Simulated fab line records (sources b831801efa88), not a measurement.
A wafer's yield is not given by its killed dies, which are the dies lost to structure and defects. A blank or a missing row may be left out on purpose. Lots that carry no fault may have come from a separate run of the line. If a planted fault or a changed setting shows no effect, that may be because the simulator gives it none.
Which tool did it?	flow gf180mcu	6 lots, 18 wafers sampled, at 4 steps of a route of 602

== WHAT THE GAUGES SHOWED, per wafer ==
GF_M5_CD_MEAS_07: target cd 280 nm.
lot	measured	on	cd_nm (nm)
L449	day 27 01:07	cd_sem-02	278.9 279.4 280.1
L451	day 27 22:55	cd_sem-02	280.2 279.8 280.4
L453	day 28 19:43	cd_sem-02	279.4 280.2 279.2
L463	day 31 11:34	cd_sem-01	269.6 272.1 271.3
L465	day 32 04:16	cd_sem-01	279.5 278.9 278.6
L470	day 33 13:20	cd_sem-02	279.6 280.2 279.5

== TOOL THAT RAN EACH LOT (tool first, then ch and the chambers of the sampled wafers, then the start) ==
lot	GF_MIM_SPUTTER_01	GF_MIM_SPUTTER_03	GF_M5_PEB_05
L449	pvd_sputter-04, day 25 06:07	pvd_sputter-04, day 25 06:11	litho_track-03 ch 0, day 27 00:47
L451	pvd_sputter-02, day 26 04:00	pvd_sputter-02, day 26 04:04	litho_track-04 ch 0, day 27 22:34
L453	pvd_sputter-01, day 27 02:25	pvd_sputter-01, day 27 02:29	litho_track-04 ch 0, day 28 19:22
L463	pvd_sputter-01, day 29 22:08	pvd_sputter-01, day 29 22:12	litho_track-04 ch 0, day 31 11:13
L465	pvd_sputter-01, day 30 15:05	pvd_sputter-01, day 30 15:09	litho_track-03 ch 0, day 32 03:55
L470	pvd_sputter-04, day 32 04:10	pvd_sputter-04, day 32 04:13	litho_track-03 ch 0, day 33 12:59
- GF_MIM_SPUTTER_01: material TiN, target thk 30 nm, time 25 s.
- GF_MIM_SPUTTER_03: material Ti, target thk 10 nm, time 6.7 s.
- GF_M5_PEB_05: peb time 86.86 s.

== THE ANSWER, worked out from the rows above alone ==
Rule: what is usual is taken from the lots themselves. Put in order of their means at a reading, lots are off if they are a third of the lots or fewer, leave a main group of 4 or more, and stand apart from it by a gap of 3 or more times the standard deviation of the main group's means; of several such gaps the widest counts. Not used: any main group whose means are identical at the precision the tables above print for the reading. Also off: a lot with no number at a reading for which 4 or more lots have one. The other lots that the step has rows for count as sound.
Off: L463 (GF_M5_CD_MEAS_07, cd_nm). Main group: mean 279.6 nm, sd 0.37.
If a tool, at a process step before that reading, ran all the lots that are off and no sound lot after the first of them, it fits. Gauges at GF_M5_CD_MEAS_07: tried the same way as those tools. One fits: GF_M5_PEB_05 on litho_track-04. Its last sound lot is L453 (day 28 19:22), its first lot that is off L463 (day 31 11:13): a fault that began between those two fits.

== WHAT THE SIMULATOR HAD PUT IN ==
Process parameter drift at GF_M5_PEB_05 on litho_track-04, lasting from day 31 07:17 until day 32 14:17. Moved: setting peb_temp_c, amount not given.
Lots struck among those shown: L463. This agrees with what the rule above found.
